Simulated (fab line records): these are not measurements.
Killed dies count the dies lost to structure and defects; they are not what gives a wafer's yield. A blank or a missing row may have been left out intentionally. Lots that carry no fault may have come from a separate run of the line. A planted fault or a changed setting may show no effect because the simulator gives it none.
One fault seen from 2 desks + flow sfqLine + each desk holds nothing but its own numbers, with what lay behind them at the end

## FROM THE METROLOGY DESK
Means of the sampled wafers that have a number, per lot and without regard to the tool the lot ran on: this is what the gauges read. If a lot's mean is further than 4 standard deviations from the usual mean, the lot is out of limits and carries the mark OUT (the distance appears in the brackets).
Columns: A = L0_MONX_KI_RS at SFQ_L0_RS_MEAS_901, usual 43.5 ohm/sq; B = L0_MONX_KI_THK at SFQ_L0_THK_MEAS_902, usual 39.6 nm; C = L0V_OVL at SFQ_L0V_OVL_MEAS_903, usual -2 nm
| lot  | first seen here | A    | B    | C  |
|------|-----------------|------|------|----|
| L309 | day 1 22:34     | 43.6 | 39.1 | -3 |
| L310 | day 2 03:34     | 43.0 | 39.8 | -3 |
| L315 | day 3 04:35     | 43.4 | 39.8 | 6  |
| L318 | day 3 19:35     | 42.6 | 40.4 | -9 |
| L327 | day 5 16:35     | 43.1 | 40.2 | 2  |
Result from this desk: across the 5 lots, nothing is out of limits.

## AT THE TOOL OWNER'S DESK: pecvd-04
The tool's own readings at SFQ_TRILAYER_L0_CAP_PECVD_011 (deposits SiO2 from SiH4/N2O, time 13.333 s, target thk 60 nm): means of the sampled wafers that have a number, for each lot that ran on this tool. If a lot's mean is further than 4 standard deviations from the usual mean, the lot is out of limits and carries the mark OUT (the distance appears in the brackets).
Columns: A = heaterPowerW at SFQ_TRILAYER_L0_CAP_PECVD_011, usual 78 W; B = throttleValvePct at SFQ_TRILAYER_L0_CAP_PECVD_011, usual 24.4 %
| lot  | first seen here | A  | B    |
|------|-----------------|----|------|
| L309 | day 3 22:48     | 84 | 24.6 |
| L327 | day 9 09:12     | 64 | 25.2 |
Result from this desk: across the 2 lots, nothing is out of limits.

## PUT TOGETHER
At the metrology desk, nothing out of limits was observed.
The desk of the tool owner found nothing out of limits.

## WHAT THE SIMULATOR PUT IN
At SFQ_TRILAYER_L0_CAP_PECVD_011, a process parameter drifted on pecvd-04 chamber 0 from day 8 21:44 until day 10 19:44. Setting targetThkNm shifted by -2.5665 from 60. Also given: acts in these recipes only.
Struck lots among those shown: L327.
